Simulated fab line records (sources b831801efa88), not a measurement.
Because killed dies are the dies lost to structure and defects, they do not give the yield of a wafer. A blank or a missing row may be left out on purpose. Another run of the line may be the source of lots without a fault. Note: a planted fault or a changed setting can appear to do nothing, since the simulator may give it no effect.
Problem report, 8D (eight disciplines) form, completed by code ; flow sky130 ; the parts of the form that need people (team, actions taken, sign-off) are left out

1. PROBLEM STATEMENT
SONOS_TUNNEL_TW at SKY_SONOS_TUNNEL_TW_MEAS_12 reads a mean of 183.8 on 6 wafers of 3 lots; wafers without a fault read 197.1 with a standard deviation of 1.1. Relative to the usual mean, that is a shift of -12 standard deviations.
First observed at day 15 09:40: wafer L556.4, on film metro-01. The record has a number at this step for 19 wafers belonging to 7 lots. The rule behind "out" and "out of limits": a value lying over 4 standard deviations away from the usual mean. Any other wafer with a number is counted as sound.

2. WHAT IT IS; WHAT IT IS NOT
question;is;is not
which readings at this step;SONOS_TUNNEL_TW;-
which lots;L556, L557, L559;L547, L550, L566, L567
which wafers of those lots;L556.4, L556.5, L557.4, L557.5, L559.4, L559.5;L559.2
read on which gauges;film metro-01, film metro-04;film metro-03
when;from day 15 09:40;"up to then (6 sound wafers); but 7 sound wafers of L559, L566, L567 came after"

3. WHAT RULES OUT EACH SUSPECT
Counting: if a tool at a process step up to the reading ran every lot that is out, it stays a suspect. Sound lots after the first of them don't rule it out here, since some wafers of a struck lot are sound.
- the gauge at SKY_SONOS_TUNNEL_TW_MEAS_12: ruled out. The wafers that are out were read on 2 gauges (film metro-01, film metro-04).
- implanter-03 at SKY_SONOS_TUNNEL_IMPLANT_09: kept. Every lot that is out went through it, the first being L556 (day 15 09:17); the last sound lot it ran before that was L550 (day 13 06:55). On those wafers its own readings are out: beam on s, faraday current uA.
Left after counting: implanter-03 at SKY_SONOS_TUNNEL_IMPLANT_09.

4. THE CAUSE (what the simulator had put in)
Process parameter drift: implanter-03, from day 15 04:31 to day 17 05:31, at SKY_SONOS_TUNNEL_IMPLANT_09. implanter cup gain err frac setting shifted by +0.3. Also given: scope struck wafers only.
After counting, this tool was the only one left.

5. SEQUENCE OF EFFECTS, ordered by route
Rows list readings where the struck wafers' mean (over those with a number) sits beyond 3 standard deviations from the usual. Readings are gone through only where the record gives a usual standard deviation; hours: the median, over the lots, of the time from a lot's start at the first step in this table giving one to that lot's start at this step; sigmas: the change measured in usual standard deviations.
hours;step;reading;usual;on struck wafers;change;sigmas
0;SKY_SONOS_TUNNEL_IMPLANT_09;beam on s;9.99 s;7.65;-2.34;-11
0;SKY_SONOS_TUNNEL_IMPLANT_09;faraday current uA;5.64;7.37;+1.73;+14
0;SKY_SONOS_TUNNEL_TW_MEAS_12;SONOS_TUNNEL_TW;197.1;183.8;-13.3;-12
It contains these process steps:
- SKY_SONOS_TUNNEL_IMPLANT_09

6. WHAT WOULD HAVE CAUGHT IT SOONER
5 hours passed between the start of the fault at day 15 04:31 and the first reading out of limits at a measuring or inspecting step in this record, taken at day 15 09:40.
At SKY_SONOS_TUNNEL_IMPLANT_09, the tool's own readings (beam on s, faraday current uA) were out on each struck wafer the step has a row for, so an alarm limit on them would have fired on the first such wafer.
L557, L559, from the lots that are out (3), started SKY_SONOS_TUNNEL_IMPLANT_09 on implanter-03 later than day 15 09:40. A hold on the tool at that time would have spared those 2.
